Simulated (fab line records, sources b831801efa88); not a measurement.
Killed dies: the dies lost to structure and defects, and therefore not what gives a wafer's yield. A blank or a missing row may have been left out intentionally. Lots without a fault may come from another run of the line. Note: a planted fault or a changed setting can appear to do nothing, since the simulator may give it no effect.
Which tool is to blame? ; flow sky130 ; 39 wafers from 13 lots sampled at 4 of the route's 708 steps

WHAT THE GAUGES READ, wafer by wafer
Not one reading of a measure or inspect step in the record can be checked against a usual standard deviation.

WHAT TOOL EACH LOT RAN ON (gives the tool, then ch and the chambers of the sampled wafers, and finally the start)
lot;SKY_FIELD_ISO_ETCH_14;SKY_FIELD_ISO_ETCH_15;SKY_FIELD_ISO_STRIP_16;SKY_PAD_OPEN_PROBE_99
L388;rie_diel-02 ch 0,1,2, day 2 19:05;rie_diel-02 ch 0,1,2, day 2 19:08;plasma_asher-01 ch 0,1, day 2 19:11;prober-01, day 47 02:44
L389;rie_diel-04 ch 1,2, day 3 00:02;rie_diel-04 ch 1,2, day 3 00:06;plasma_asher-01 ch 0,1, day 3 00:11;prober-02, day 47 02:03
L392;rie_diel-03 ch 0,3, day 3 11:50;rie_diel-03 ch 0,3, day 3 11:53;plasma_asher-02 ch 1, day 3 11:56;prober-01, day 47 11:47
L393;rie_diel-04 ch 0,1,3, day 3 21:56;rie_diel-04 ch 0,1,3, day 3 21:59;plasma_asher-01 ch 0,1, day 3 22:02;prober-01, day 47 21:38
L397;rie_diel-02 ch 0,1,2, day 4 18:56;rie_diel-02 ch 0,1,2, day 4 18:59;plasma_asher-01 ch 0,1, day 4 19:04;prober-01, day 48 16:05
L398;rie_diel-04 ch 0,1,3, day 4 22:23;rie_diel-04 ch 0,1,3, day 4 22:26;plasma_asher-01 ch 0,1, day 4 22:31;prober-02, day 48 20:47
L399;rie_diel-04 ch 2,3, day 5 04:19;rie_diel-04 ch 2,3, day 5 04:22;plasma_asher-02 ch 0,1, day 5 04:27;prober-01, day 49 07:46
L400;rie_diel-02 ch 1,2, day 5 09:44;rie_diel-02 ch 1,2, day 5 09:47;plasma_asher-01 ch 0,1, day 5 09:50;prober-02, day 49 13:56
L403;rie_diel-04 ch 0,2,3, day 5 20:41;rie_diel-04 ch 0,2,3, day 5 20:44;plasma_asher-04 ch 0,1, day 5 20:47;prober-01, day 49 22:53
L404;rie_diel-03 ch 0,2,3, day 6 02:20;rie_diel-03 ch 0,2,3, day 6 02:23;plasma_asher-04 ch 0,1, day 6 02:26;prober-02, day 50 01:45
L405;rie_diel-02 ch 0,1,2, day 6 08:41;rie_diel-02 ch 0,1,2, day 6 08:44;plasma_asher-04 ch 0,1, day 6 08:47;prober-01, day 50 07:58
L406;rie_diel-03 ch 0,1,3, day 6 13:23;rie_diel-03 ch 0,1,3, day 6 13:26;plasma_asher-04 ch 0,1, day 6 13:29;prober-01, day 50 11:18
L408;rie_diel-03 ch 0,3, day 6 22:41;rie_diel-03 ch 0,3, day 6 22:44;plasma_asher-02 ch 0,1, day 6 22:49;prober-02, day 50 14:26
- SKY_FIELD_ISO_ETCH_14: etches BARC in N2/H2, stops on SiO2, time 45.9 s, target depth 60 nm.
- SKY_FIELD_ISO_ETCH_15: etches the open film in CHF3/O2, stops on Si, target depth 180 nm, time 72 s.
- SKY_FIELD_ISO_STRIP_16: strips in O2/N2.
- SKY_PAD_OPEN_PROBE_99

AS READ BY THE TOOLS THEMSELVES (means over the sampled wafers that have a number; for cases with no such wafer, the mark the record gives instead)
SKY_FIELD_ISO_ETCH_14. Usual: drypump_motor_current_A 5.7 A, standard deviation 0.34; oes_product_au 0.854 a.u., standard deviation 0.0046; throttle_valve_pct 13.225 %, standard deviation 0.0094.
lot;tool;drypump_motor_current_A (A);oes_product_au (a.u.);throttle_valve_pct (%);flag
L388;rie_diel-02;5.7;0.857;13.223;
L389;rie_diel-04;5.8;0.855;13.235;
L392;rie_diel-03;5.9;0.853;13.215;
L393;rie_diel-04;5.8;0.856;13.218;
L397;rie_diel-02;5.7;0.847;13.221;
L398;rie_diel-04;5.8;0.806;13.224;OFF
L399;rie_diel-04;5.6;0.829;13.221;OFF
L400;rie_diel-02;6.1;0.853;13.228;
L403;rie_diel-04;5.7;0.804;13.227;OFF
L404;rie_diel-03;5.8;0.851;13.235;
L405;rie_diel-02;5.7;0.853;13.235;
L406;rie_diel-03;5.8;0.854;13.220;
L408;rie_diel-03;5.9;0.854;13.228;

SKY_FIELD_ISO_ETCH_15. Usual: drypump_motor_current_A 5.7 A, standard deviation 0.34; oes_product_au 0.949 a.u., standard deviation 0.0068; throttle_valve_pct 8.844 %, standard deviation 0.0094.
lot;tool;drypump_motor_current_A (A);oes_product_au (a.u.);throttle_valve_pct (%);flag
L388;rie_diel-02;5.7;0.949;8.847;
L389;rie_diel-04;5.7;0.957;8.852;
L392;rie_diel-03;5.9;0.950;8.848;
L393;rie_diel-04;5.8;0.959;8.854;
L397;rie_diel-02;5.7;0.953;8.841;
L398;rie_diel-04;5.8;0.697;8.763;OFF
L399;rie_diel-04;5.6;0.822;8.813;OFF
L400;rie_diel-02;6.0;0.944;8.839;
L403;rie_diel-04;5.7;0.664;8.759;OFF
L404;rie_diel-03;5.8;0.948;8.849;
L405;rie_diel-02;5.7;0.957;8.840;
L406;rie_diel-03;5.8;0.938;8.847;
L408;rie_diel-03;5.9;0.943;8.843;

SKY_FIELD_ISO_STRIP_16. Usual: drypump_motor_current_A 5.6 A, standard deviation 0.57; oes_product_au 0.378 a.u., standard deviation 0.0051; strip_time_to_endpoint_s 3.56 s, standard deviation 0.031.
lot;tool;drypump_motor_current_A (A);oes_product_au (a.u.);strip_time_to_endpoint_s (s);flag
L388;plasma_asher-01;5.5;0.377;3.56;
L389;plasma_asher-01;5.5;0.383;3.58;
L392;plasma_asher-02;5.7;0.379;3.54;
L393;plasma_asher-01;5.2;0.386;3.57;
L397;plasma_asher-01;5.5;0.375;3.54;
L398;plasma_asher-01;5.2;0.382;3.65;
L399;plasma_asher-02;6.0;0.380;3.61;
L400;plasma_asher-01;5.5;0.374;3.52;
L403;plasma_asher-04;5.6;0.381;3.68;OFF
L404;plasma_asher-04;5.3;0.379;3.55;
L405;plasma_asher-04;5.6;0.373;3.52;
L406;plasma_asher-04;5.3;0.379;3.58;
L408;plasma_asher-02;6.4;0.376;3.56;

SKY_PAD_OPEN_PROBE_99. Usual: killed_at_M0_to_M3 44, standard deviation 6.5; killed_at_M4_up 3.3, standard deviation 1.9; killed_at_contacts 24, standard deviation 5.3; killed_at_front_end 15, standard deviation 4.5; killed_at_other 0.3, standard deviation 0.58; killed_dies 87, standard deviation 9.3; killed_on_rim 17, standard deviation 4.2; killed_open 48, standard deviation 6.6; killed_short 39, standard deviation 6.1.
lot;tool;killed_at_M0_to_M3;killed_at_M4_up;killed_at_contacts;killed_at_front_end;killed_at_other;killed_dies;killed_on_rim;killed_open;killed_short;flag
L388;prober-01;41;5.0;18;16;0.3;81;19;46;35;
L389;prober-02;41;3.7;18;17;0.0;80;16;40;40;
L392;prober-01;43;3.3;26;13;0.3;86;18;50;36;
L393;prober-01;48;2.0;19;19;0.7;88;15;45;43;
L397;prober-01;45;4.0;25;14;0.3;88;15;44;44;
L398;prober-02;40;1.0;22;205;0.3;269;67;45;35;OFF
L399;prober-01;45;4.0;25;116;0.0;189;38;51;39;OFF
L400;prober-02;57;6.0;22;17;0.7;103;23;55;48;
L403;prober-01;51;2.7;28;250;0.0;332;59;55;46;OFF
L404;prober-02;38;3.0;28;13;0.3;82;17;46;37;
L405;prober-01;39;3.0;27;14;0.0;83;15;45;38;
L406;prober-01;43;2.3;23;13;1.0;82;15;43;38;
L408;prober-02;39;3.3;21;17;0.0;80;17;43;38;

THE ANSWER, worked out from the rows above alone
Rule: a lot is off if the mean of its wafers that have a number lies more than 3 standard deviations from the usual mean. A lot without any number at a reading at which 4 lots or more have one is off too. Where the step has rows for the other lots, those lots are counted as sound. The gauges are gone through in route order, then the tools' own readings, and for those a lot's mean is taken as printed above. At the first step where some lot is off, the reading lying furthest off is the one used; lots without a number count as furthest.
Off, at SKY_FIELD_ISO_ETCH_14 on oes_product_au: L398, L399, L403.
A tool fits if, at that step or a process step before it, it ran every lot that is off, and no sound lot after the first of them. One fits: SKY_FIELD_ISO_ETCH_14 on rie_diel-04. A fault onset in the window from L393 (day 3 21:56, its last sound lot) to L398 (day 4 22:23, its first lot off) fits.
The tool's own readings at SKY_FIELD_ISO_ETCH_14 bear it out: on the lots that are off they differ by more than 5 times the standard deviation of the sound lots' means. oes_product_au reads 0.813 a.u. there against 0.853 a.u. on the sound lots.

WHAT HAD BEEN PUT IN BY THE SIMULATOR
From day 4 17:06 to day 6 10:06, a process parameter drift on rie_diel-04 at SKY_FIELD_ISO_ETCH_14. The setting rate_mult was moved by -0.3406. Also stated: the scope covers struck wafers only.
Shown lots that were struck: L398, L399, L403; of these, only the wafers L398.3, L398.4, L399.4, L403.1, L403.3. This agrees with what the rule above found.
